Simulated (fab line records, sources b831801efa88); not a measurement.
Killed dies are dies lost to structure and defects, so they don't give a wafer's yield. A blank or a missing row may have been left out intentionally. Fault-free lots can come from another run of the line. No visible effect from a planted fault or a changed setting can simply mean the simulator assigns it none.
Which tool was responsible? | flow sky130 | 11 lots, 29 wafers sampled, at 6 steps of a route of 708

## WHAT THE GAUGES SHOWED, per wafer
SKY_LI_CONTACT_THK_MEAS_23: measures by xrf.
lot  | measured     | on            | LI_CONTACT_W_THK (nm)
L502 | day 31 00:04 | film metro-02 | 415 414 415
L503 | day 31 18:47 | film metro-01 | 415 413 423
L505 | day 32 05:47 | film metro-04 | 427 416 423
L508 | day 33 02:31 | film metro-01 | 403 403 404
L511 | day 34 10:30 | film metro-04 | 420
L513 | day 34 13:16 | film metro-02 | 417
L515 | day 35 05:52 | film metro-04 | 429 424 423
L517 | day 35 15:11 | film metro-01 | 404 408 421
L520 | day 36 16:43 | film metro-02 | 421 415 411
L521 | day 36 18:38 | film metro-02 | 423 428 423
L522 | day 37 09:01 | film metro-02 | 430 432 420

SKY_VIA1_RS_MEAS_22: measurement is done with a four-point probe.
lot  | measured     | on            | VIA1_W_RS (ohm/sq)
L502 | day 35 20:00 | film metro-04 | 0.431 0.423 0.429
L503 | day 36 13:32 | film metro-02 | 0.429 0.426 0.432
L505 | day 37 01:07 | film metro-02 | 0.416 0.427 0.418
L508 | day 37 22:13 | film metro-01 | 0.414 0.422 0.411
L511 | day 39 03:55 | film metro-01 | 0.332 0.331
L513 | day 39 05:45 | film metro-02 | 0.329 0.330
L515 | day 39 20:18 | film metro-02 | 0.333 0.410 0.415 0.333 0.412 0.415
L517 | day 40 07:16 | film metro-04 | 0.432 0.428 0.432
L520 | day 41 04:30 | film metro-02 | 0.432 0.424 0.432
L521 | day 41 07:55 | film metro-02 | 0.426 0.423 0.422
L522 | day 41 21:35 | film metro-02 | 0.424 0.428 0.427

SKY_VIA1_THK_MEAS_23: measures by xrf.
lot  | measured     | on            | VIA1_W_THK (nm)
L502 | day 35 20:05 | film metro-04 | 276 283 278
L503 | day 36 13:39 | film metro-02 | 276 278 274
L505 | day 37 01:14 | film metro-02 | 286 279 285
L508 | day 37 22:20 | film metro-01 | 282 277 282
L511 | day 39 07:50 | film metro-01 | 355 354
L513 | day 39 08:51 | film metro-02 | 360 360
L515 | day 39 22:35 | film metro-02 | 360 287 286 357 288 285
L517 | day 40 07:23 | film metro-04 | 275 277 275
L520 | day 41 04:37 | film metro-02 | 274 277 275
L521 | day 41 08:02 | film metro-02 | 276 279 279
L522 | day 41 21:42 | film metro-02 | 280 276 277

## WHICH TOOL RAN EACH LOT (tool, then ch and the chambers of the sampled wafers, then the start)
lot  | SKY_LI_CONTACT_ETCH_14             | SKY_LI_CONTACT_SPUTTER_19    | SKY_VIA1_CVD_21
L502 | rie diel-04 ch 0,1,2, day 30 23:14 | pvd sputter-02, day 30 23:39 | cvd w-02 ch 0,1, day 35 19:53
L503 | rie diel-04 ch 0,3, day 31 17:59   | pvd sputter-02, day 31 18:25 | cvd w-02 ch 0, day 36 13:26
L505 | rie diel-03 ch 0,3, day 32 04:59   | pvd sputter-02, day 32 05:24 | cvd w-01 ch 0,1, day 37 01:01
L508 | rie diel-03 ch 0,3, day 33 01:41   | pvd sputter-02, day 33 02:08 | cvd w-01 ch 0,1, day 37 22:07
L511 | rie diel-03 ch 0, day 34 09:40     | pvd sputter-02, day 34 10:06 | cvd w-01 ch 0, day 39 03:49
L513 | rie diel-02 ch 3, day 34 12:25     | pvd sputter-04, day 34 12:51 | cvd w-01 ch 0, day 39 05:39
L515 | rie diel-03 ch 0,2,3, day 35 05:01 | pvd sputter-01, day 35 05:27 | cvd w-01 ch 0,1, day 39 20:12
L517 | rie diel-04 ch 0,1,2, day 35 14:23 | pvd sputter-04, day 35 14:49 | cvd w-02 ch 0,1, day 40 07:11
L520 | rie diel-02 ch 2,3, day 36 15:55   | pvd sputter-01, day 36 16:20 | cvd w-02 ch 0,1, day 41 04:24
L521 | rie diel-03 ch 0,1,2, day 36 17:49 | pvd sputter-04, day 36 18:15 | cvd w-02 ch 0,1, day 41 07:49
L522 | rie diel-02 ch 0,2,3, day 37 08:13 | pvd sputter-04, day 37 08:38 | cvd w-02 ch 0,1, day 41 21:28
- SKY_LI_CONTACT_ETCH_14: etches BARC in N2/H2, stops on SiO2, time 45.9 s, target depth 60 nm.
- SKY_LI_CONTACT_SPUTTER_19: material Ti, target thk 20 nm, time 106.37 s.
- SKY_VIA1_CVD_21: deposits W, target thk 270 nm, time 80.902 s.

## AS READ BY THE TOOLS THEMSELVES (means over the sampled wafers that have a number; for cases with no such wafer, the mark the record gives instead)
SKY_LI_CONTACT_ETCH_14.
lot  | tool        | drypump motor current A (A) | oes product au (a.u.) | throttle valve pct (%)
L502 | rie diel-04 | 5.6                         | 0.861                 | 13.223
L503 | rie diel-04 | 5.1                         | 0.854                 | 13.219
L505 | rie diel-03 | 6.1                         | 0.856                 | 13.229
L508 | rie diel-03 | 6.2                         | 0.856                 | 13.221
L511 | rie diel-03 | 5.8                         | 0.849                 | 13.228
L513 | rie diel-02 | 6.0                         | 0.856                 | 13.238
L515 | rie diel-03 | 6.0                         | 0.858                 | 13.225
L517 | rie diel-04 | 5.6                         | 0.852                 | 13.227
L520 | rie diel-02 | 6.1                         | 0.850                 | 13.229
L521 | rie diel-03 | 5.6                         | 0.856                 | 13.225
L522 | rie diel-02 | 6.1                         | 0.855                 | 13.229

SKY_LI_CONTACT_SPUTTER_19.
lot  | tool           | throttle valve pct (%)
L502 | pvd sputter-02 | 30.5
L503 | pvd sputter-02 | 30.8
L505 | pvd sputter-02 | 31.5
L508 | pvd sputter-02 | 29.9
L511 | pvd sputter-02 | 29.4
L513 | pvd sputter-04 | 29.2
L515 | pvd sputter-01 | 30.7
L517 | pvd sputter-04 | 30.0
L520 | pvd sputter-01 | 30.7
L521 | pvd sputter-04 | 29.6
L522 | pvd sputter-04 | 30.1

SKY_VIA1_CVD_21.
lot  | tool     | heater power w (W)
L502 | cvd w-02 | 798
L503 | cvd w-02 | 864
L505 | cvd w-01 | 852
L508 | cvd w-01 | 852
L511 | cvd w-01 | 981
L513 | cvd w-01 | 976
L515 | cvd w-01 | 858
L517 | cvd w-02 | 751
L520 | cvd w-02 | 806
L521 | cvd w-02 | 760
L522 | cvd w-02 | 761

## THE ANSWER, worked out from the rows above alone
Rule: what is usual is taken from the lots themselves. The widest of any qualifying gaps counts: lots, ordered by their means at a reading, are off when they make up no more than a third of the lots, leave a main group of 4 or more, and stand apart from it by 3 or more times the standard deviation of that group's means. If all means in a main group match to the digits the tables above print for the reading, that group is not used. Also off: a lot with no number at a reading for which 4 or more lots have one. Where the step has rows for the other lots, those lots are counted as sound. Order of review: gauges by route order, followed by the tools' own readings, for which a lot's mean as printed above is used. At the first step where some lot is off, the reading lying furthest off is the one used; lots without a number count as furthest.
Off: L511, L513, L515, at SKY_VIA1_RS_MEAS_22 (VIA1_W_RS). The main group has a mean of 0.425 ohm/sq with a standard deviation of 0.0048.
If a tool, at a process step before that reading, ran all the lots that are off and no sound lot after the first of them, it fits. The gauges at SKY_VIA1_RS_MEAS_22 are tried like those tools. One fits: cvd w-01 at SKY_VIA1_CVD_21. A fault onset in the window from L508 (day 37 22:07, its last sound lot) to L511 (day 39 03:49, its first lot off) fits.

## WHAT HAD BEEN PUT IN BY THE SIMULATOR
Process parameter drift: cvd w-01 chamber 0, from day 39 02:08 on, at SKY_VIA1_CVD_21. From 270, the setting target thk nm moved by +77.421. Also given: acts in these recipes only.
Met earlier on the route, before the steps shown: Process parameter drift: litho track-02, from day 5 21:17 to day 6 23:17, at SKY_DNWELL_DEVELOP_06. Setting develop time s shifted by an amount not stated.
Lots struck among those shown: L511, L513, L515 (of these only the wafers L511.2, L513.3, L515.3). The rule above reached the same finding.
